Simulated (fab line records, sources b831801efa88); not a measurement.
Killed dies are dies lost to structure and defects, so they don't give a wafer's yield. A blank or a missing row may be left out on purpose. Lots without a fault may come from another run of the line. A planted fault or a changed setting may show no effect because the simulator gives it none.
Which tool did it? | flow sky130 | 14 lots, 42 wafers sampled, at 3 steps of a route of 708

WHAT THE GAUGES READ, wafer by wafer
SKY_LI_CONTACT_RS_MEAS_22: measures by four-point-probe. Usual: LI_CONTACT_W_RS 0.283 ohm/sq, standard deviation 0.0035.
lot  | measured     | on            | LI_CONTACT_W_RS (ohm/sq) | flag
L287 | day 29 05:17 | film_metro-02 | 0.285 0.285 0.283        |
L289 | day 30 03:08 | film_metro-02 | 0.284 0.280 0.277        |
L290 | day 30 09:48 | film_metro-02 | 0.285 0.283 0.289        |
L291 | day 30 15:44 | film_metro-01 | 0.281 0.282 0.288        |
L293 | day 31 05:50 | film_metro-01 | 0.286 0.287 0.283        |
L294 | day 31 16:44 | film_metro-01 | 0.279 0.286 0.277        |
L295 | day 31 20:03 | film_metro-03 | 0.282 0.285 0.286        |
L296 | day 32 13:43 | film_metro-02 | 0.283 0.286 0.286        |
L298 | day 32 23:47 | film_metro-01 | 0.284 0.284 0.285        |
L299 | day 33 04:29 | film_metro-01 | 0.285 0.280 0.284        |
L303 | day 34 23:59 | film_metro-03 | 0.280 0.286 0.285        |
L307 | day 35 13:37 | film_metro-01 | 0.219 0.285 0.284        | OFF
L308 | day 36 02:21 | film_metro-01 | 0.284 0.284 0.220        | OFF
L310 | day 36 13:45 | film_metro-02 | 0.280 0.284 0.284        |

SKY_LI_CONTACT_THK_MEAS_23: measures by xrf. Usual: LI_CONTACT_W_THK 386 nm, standard deviation 7.
lot  | measured     | on            | LI_CONTACT_W_THK (nm) | flag
L287 | day 29 05:25 | film_metro-02 | 377 380 382           |
L289 | day 30 03:15 | film_metro-02 | 374 378 381           |
L290 | day 30 09:54 | film_metro-02 | 373 374 366           |
L291 | day 30 15:51 | film_metro-01 | 392 389 384           |
L293 | day 31 05:56 | film_metro-01 | 387 384 391           |
L294 | day 31 16:52 | film_metro-01 | 394 387 401           |
L295 | day 31 20:10 | film_metro-03 | 393 389 388           |
L296 | day 32 13:50 | film_metro-02 | 387 382 379           |
L298 | day 32 23:53 | film_metro-01 | 388 388 391           |
L299 | day 33 04:37 | film_metro-01 | 385 394 387           |
L303 | day 35 00:07 | film_metro-03 | 390 386 382           |
L307 | day 35 13:44 | film_metro-01 | 497 391 391           | OFF
L308 | day 36 02:28 | film_metro-01 | 382 386 491           | OFF
L310 | day 36 13:52 | film_metro-02 | 387 382 384           |

WHICH TOOL RAN EACH LOT (tool, then ch and the chambers of the sampled wafers, then the start)
lot  | SKY_LI_CONTACT_CVD_21
L287 | cvd_w-02 ch 0,1, day 29 05:10
L289 | cvd_w-01 ch 0,1, day 30 03:00
L290 | cvd_w-02 ch 0,1, day 30 09:41
L291 | cvd_w-02 ch 0,1, day 30 15:36
L293 | cvd_w-01 ch 0,1, day 31 05:41
L294 | cvd_w-01 ch 0,1, day 31 16:37
L295 | cvd_w-02 ch 0,1, day 31 19:54
L296 | cvd_w-02 ch 0,1, day 32 13:35
L298 | cvd_w-02 ch 0,1, day 32 23:38
L299 | cvd_w-02 ch 0,1, day 33 04:22
L303 | cvd_w-01 ch 0,1, day 34 23:52
L307 | cvd_w-01 ch 0,1, day 35 13:29
L308 | cvd_w-01 ch 0,1, day 36 02:12
L310 | cvd_w-02 ch 0,1, day 36 13:36
- SKY_LI_CONTACT_CVD_21: deposits W, target thk 400 nm, time 120.56 s.

WHAT THE TOOLS THEMSELVES READ (means of the sampled wafers that have a number; where no wafer has one, the mark that the record gives instead)
SKY_LI_CONTACT_CVD_21. Usual: heater_power_w 844 W, standard deviation 21.
lot  | tool     | heater_power_w (W) | flag
L287 | cvd_w-02 | 850                |
L289 | cvd_w-01 | 824                |
L290 | cvd_w-02 | 854                |
L291 | cvd_w-02 | 841                |
L293 | cvd_w-01 | 842                |
L294 | cvd_w-01 | 829                |
L295 | cvd_w-02 | 843                |
L296 | cvd_w-02 | 849                |
L298 | cvd_w-02 | 850                |
L299 | cvd_w-02 | 855                |
L303 | cvd_w-01 | 851                |
L307 | cvd_w-01 | 853                |
L308 | cvd_w-01 | 859                |
L310 | cvd_w-02 | 860                |

THE ANSWER, worked out from the rows above alone
Rule: a lot is off if the mean of its wafers that have a number lies more than 3 standard deviations from the usual mean. A lot without any number at a reading at which 4 lots or more have one is off too. The other lots that the step has rows for count as sound. The gauges are gone through in route order, then the tools' own readings, and for those a lot's mean is taken as printed above. The first step at which some lot is off is used, and at that step the reading that is off furthest; a lot without a number counts as furthest.
Off: L307, L308, at SKY_LI_CONTACT_RS_MEAS_22 (LI_CONTACT_W_RS).
A tool fits if, at a process step before that reading, it ran every lot that is off, and no sound lot after the first of them. The gauges at SKY_LI_CONTACT_RS_MEAS_22 are tried like those tools. Can't be told from this: 2 tools fit, cvd_w-01 at SKY_LI_CONTACT_CVD_21, film_metro-01 at SKY_LI_CONTACT_RS_MEAS_22.

WHAT THE SIMULATOR HAD PUT IN
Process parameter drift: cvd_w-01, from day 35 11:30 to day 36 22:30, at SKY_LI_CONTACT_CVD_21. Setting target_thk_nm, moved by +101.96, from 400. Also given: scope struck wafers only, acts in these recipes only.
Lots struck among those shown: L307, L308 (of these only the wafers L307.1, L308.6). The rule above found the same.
